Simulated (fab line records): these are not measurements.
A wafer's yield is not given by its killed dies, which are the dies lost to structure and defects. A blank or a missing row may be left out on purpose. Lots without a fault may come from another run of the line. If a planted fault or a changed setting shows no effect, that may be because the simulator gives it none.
Code-filled problem report in 8D (eight disciplines) form ; flow gf180mcu ; the parts of the form that need people (team, actions taken, sign-off) are left out

1. THE PROBLEM
Wafers with no fault read 80 s with a standard deviation of 5.4, whereas timeToEndpointS at GF_V4_CMP_04 reads a mean of 113 s on 1 wafer of 1 lot. That is +6.1 standard deviations from the usual mean.
The step: polishes SiO2.
Seen first at day 27 05:55 on cmp-01, wafer L361.4. The record has a number at this step for 39 wafers belonging to 13 lots. Rule for "out", or "out of limits": more than 4 standard deviations from the usual mean. The other wafers with a number count as sound.

2. WHAT THIS IS AND IS NOT
question;is;is not
which readings at this step;timeToEndpointS;motorCurrentA
which lots;L361;L350, L351, L352, L354, L358, L362, L365, L368, L369, L370, L372, L373
which wafers of those lots;L361.4;L361.2, L361.6
read on which tools;cmp-01;cmp-02
when;from day 27 05:55;"up to then (17 sound wafers); but 21 sound wafers of L362, L365, L368, L369, L370, L372, L373 came after"

3. SUSPECTS, AND WHAT RULES EACH OUT
Counting: if a tool at a process step up to the reading ran every lot that is out, it stays a suspect. Sound lots after the first of them don't rule it out here, since some wafers of a struck lot are sound.
- pvdSputter-03 at GF_M4_SPUTTER_01 (material TiN, target thk 30 nm, time 25 s): kept. The lot that is out, L361, ran on it at day 26 07:58; the last sound lot it ran before that was L354, at day 24 01:38.
- cmp-01 at GF_V4_CMP_04 (polishes SiO2): kept. The lot that is out, L361, ran on it at day 27 05:55; the last sound lot it ran before that was L354, at day 25 00:43. On those wafers its own readings are out: timeToEndpointS.
- In cmp-01 at GF_V4_CMP_04, the wafers that are out were processed in chamber 0 and their sound lot-mates in chambers 1, 3.
What counting leaves: pvdSputter-03 at GF_M4_SPUTTER_01 and cmp-01 at GF_V4_CMP_04.

4. THE CAUSE (what the simulator had put in)
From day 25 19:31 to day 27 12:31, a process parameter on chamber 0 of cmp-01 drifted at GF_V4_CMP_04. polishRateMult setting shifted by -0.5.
Of the 2 suspects that counting leaves, this tool is one.

5. THE EFFECT CHAIN, in route order
Rows list readings where the struck wafers' mean (over those with a number) sits beyond 3 standard deviations from the usual. Readings are gone through only where the record gives a usual standard deviation; hours: the median, over the lots, of the time from a lot's start at the first step in this table giving one to that lot's start at this step; sigmas: the change measured in usual standard deviations.
hours;step;reading;usual;on struck wafers;change;sigmas
0;GF_V4_CMP_04;timeToEndpointS;80 s;113;+33;+6.1
-;GF_V4_ETCH_17;oesProductAu;0.856 a.u.;0.915;+0.059;+12
Here are the process steps it includes:
- GF_V4_CMP_04: polishes SiO2.
- GF_V4_ETCH_17: etches SiO2 in C4F8/O2/Ar, stops on TiN, target depth 630 nm.
Later measuring or inspecting steps at which every struck wafer that the step has a row for has a number for every such reading, and none has moved that far: GF_V4_OVL_MEAS_15.

6. HOW IT WOULD HAVE BEEN CAUGHT EARLIER
34 hours passed between the start of the fault at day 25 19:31 and the first reading out of limits in this record, taken at day 27 05:55.
